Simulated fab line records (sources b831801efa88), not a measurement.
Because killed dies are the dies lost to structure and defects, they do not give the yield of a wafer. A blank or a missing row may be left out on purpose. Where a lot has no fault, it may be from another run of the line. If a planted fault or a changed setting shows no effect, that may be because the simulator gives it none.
Which tool did it? || flow gf180mcu || 13 lots with 39 wafers sampled at 3 steps, on a route of 602 steps

WHAT EACH GAUGE READ, for each wafer
GF_NWELL_OVL_MEAS_07.
{"lot": "L567", "measured": "day 3 07:56", "on": "overlay-02", "NWELL_OVL (nm)": "-0.8 -2.1 -0.9"}
{"lot": "L570", "measured": "day 4 01:01", "on": "overlay-01", "NWELL_OVL (nm)": "2.3 0.6 0.3"}
{"lot": "L571", "measured": "day 4 05:25", "on": "overlay-02", "NWELL_OVL (nm)": "1.1 1.8 1.8"}
{"lot": "L572", "measured": "day 4 11:46", "on": "overlay-01", "NWELL_OVL (nm)": "-1.1 -0.4 -1.8"}
{"lot": "L573", "measured": "day 4 15:23", "on": "overlay-01", "NWELL_OVL (nm)": "3.9 -0.6 1.8"}
{"lot": "L575", "measured": "day 5 02:02", "on": "overlay-01", "NWELL_OVL (nm)": "-2.2 -0.6 0.4"}
{"lot": "L578", "measured": "day 5 18:35", "on": "overlay-01", "NWELL_OVL (nm)": "1.9 0.0 1.5"}
{"lot": "L579", "measured": "day 6 01:35", "on": "overlay-01", "NWELL_OVL (nm)": "-1.6 1.3 0.5"}
{"lot": "L580", "measured": "day 6 08:47", "on": "overlay-01", "NWELL_OVL (nm)": "-2.6 -2.6 -1.2"}
{"lot": "L582", "measured": "day 6 17:43", "on": "overlay-02", "NWELL_OVL (nm)": "0.6 1.7 -0.7"}
{"lot": "L583", "measured": "day 6 20:35", "on": "overlay-01", "NWELL_OVL (nm)": "-1.6 -2.0 -0.2"}
{"lot": "L587", "measured": "day 7 23:20", "on": "overlay-01", "NWELL_OVL (nm)": "-3.3 - -"}
{"lot": "L589", "measured": "day 8 09:17", "on": "overlay-01", "NWELL_OVL (nm)": "- -2.0 -"}

GF_HV_LDD_THK_MEAS_57.
{"lot": "L567", "measured": "day 12 12:47", "on": "film-metro-01", "HV_LDD_CVD_56_THK (nm)": "90.8 91.5 91.3"}
{"lot": "L570", "measured": "day 13 10:37", "on": "film-metro-02", "HV_LDD_CVD_56_THK (nm)": "89.8 89.7 89.9"}
{"lot": "L571", "measured": "day 13 16:39", "on": "film-metro-01", "HV_LDD_CVD_56_THK (nm)": "89.4 89.8 90.1"}
{"lot": "L572", "measured": "day 14 08:16", "on": "film-metro-01", "HV_LDD_CVD_56_THK (nm)": "89.7 89.9 89.7"}
{"lot": "L573", "measured": "day 14 08:34", "on": "film-metro-02", "HV_LDD_CVD_56_THK (nm)": "90.1 89.8 90.3"}
{"lot": "L575", "measured": "day 14 23:00", "on": "film-metro-04", "HV_LDD_CVD_56_THK (nm)": "90.4 90.3 91.0"}
{"lot": "L578", "measured": "day 16 01:52", "on": "film-metro-04", "HV_LDD_CVD_56_THK (nm)": "89.9 90.4 89.6"}
{"lot": "L579", "measured": "day 16 11:34", "on": "film-metro-04", "HV_LDD_CVD_56_THK (nm)": "89.2 88.8 89.2"}
{"lot": "L580", "measured": "day 16 22:28", "on": "film-metro-01", "HV_LDD_CVD_56_THK (nm)": "90.1 90.5 90.5"}
{"lot": "L582", "measured": "day 17 12:08", "on": "film-metro-04", "HV_LDD_CVD_56_THK (nm)": "91.4 91.3 91.6"}
{"lot": "L583", "measured": "day 17 17:56", "on": "film-metro-01", "HV_LDD_CVD_56_THK (nm)": "90.6 91.4 91.2"}
{"lot": "L587", "measured": "day 19 10:11", "on": "film-metro-02", "HV_LDD_CVD_56_THK (nm)": "89.6 89.8 91.1"}
{"lot": "L589", "measured": "day 19 23:28", "on": "film-metro-04", "HV_LDD_CVD_56_THK (nm)": "90.0 90.8 89.9"}

TOOL THAT RAN EACH LOT (tool first, then ch and the chambers of the sampled wafers, then the start)
{"lot": "L567", "GF_NWELL_DEVELOP_06": "litho-track-01 ch 0, day 3 07:00"}
{"lot": "L570", "GF_NWELL_DEVELOP_06": "litho-track-04 ch 0, day 4 00:00"}
{"lot": "L571", "GF_NWELL_DEVELOP_06": "litho-track-04 ch 0, day 4 05:00"}
{"lot": "L572", "GF_NWELL_DEVELOP_06": "litho-track-04 ch 0, day 4 11:00"}
{"lot": "L573", "GF_NWELL_DEVELOP_06": "litho-track-01 ch 0, day 4 15:00"}
{"lot": "L575", "GF_NWELL_DEVELOP_06": "litho-track-01 ch 0, day 5 01:00"}
{"lot": "L578", "GF_NWELL_DEVELOP_06": "litho-track-04 ch 0, day 5 18:00"}
{"lot": "L579", "GF_NWELL_DEVELOP_06": "litho-track-03 ch 0, day 6 01:00"}
{"lot": "L580", "GF_NWELL_DEVELOP_06": "litho-track-03 ch 0, day 6 08:00"}
{"lot": "L582", "GF_NWELL_DEVELOP_06": "litho-track-03 ch 0, day 6 17:00"}
{"lot": "L583", "GF_NWELL_DEVELOP_06": "litho-track-03 ch 0, day 6 20:00"}
{"lot": "L587", "GF_NWELL_DEVELOP_06": "litho-track-03 ch 0, day 7 23:00"}
{"lot": "L589", "GF_NWELL_DEVELOP_06": "litho-track-03 ch 0, day 8 09:00"}
- GF_NWELL_DEVELOP_06: develop time 60 s.

AS READ BY THE TOOLS THEMSELVES (means over the sampled wafers that have a number; for cases with no such wafer, the mark the record gives instead)
The record holds no such reading with a usual standard deviation.

THE ANSWER, worked out from the rows above alone
Rule: what is usual is taken from the lots themselves. The widest of any qualifying gaps counts: lots, ordered by their means at a reading, are off when they make up no more than a third of the lots, leave a main group of 4 or more, and stand apart from it by 3 or more times the standard deviation of that group's means. The tables above print the reading to a certain number of digits; a main group whose means all agree to those digits is not used. Also off: a lot with no number at a reading for which 4 or more lots have one. Any other lot the step has rows for is counted as sound. Order of review: gauges by route order, followed by the tools' own readings, for which a lot's mean as printed above is used. The first step at which some lot is off is used, and at that step the reading that is off furthest; a lot without a number counts as furthest.
No lot is off at any reading shown: from this, nothing can be told.

WHAT THE SIMULATOR HAD PUT IN
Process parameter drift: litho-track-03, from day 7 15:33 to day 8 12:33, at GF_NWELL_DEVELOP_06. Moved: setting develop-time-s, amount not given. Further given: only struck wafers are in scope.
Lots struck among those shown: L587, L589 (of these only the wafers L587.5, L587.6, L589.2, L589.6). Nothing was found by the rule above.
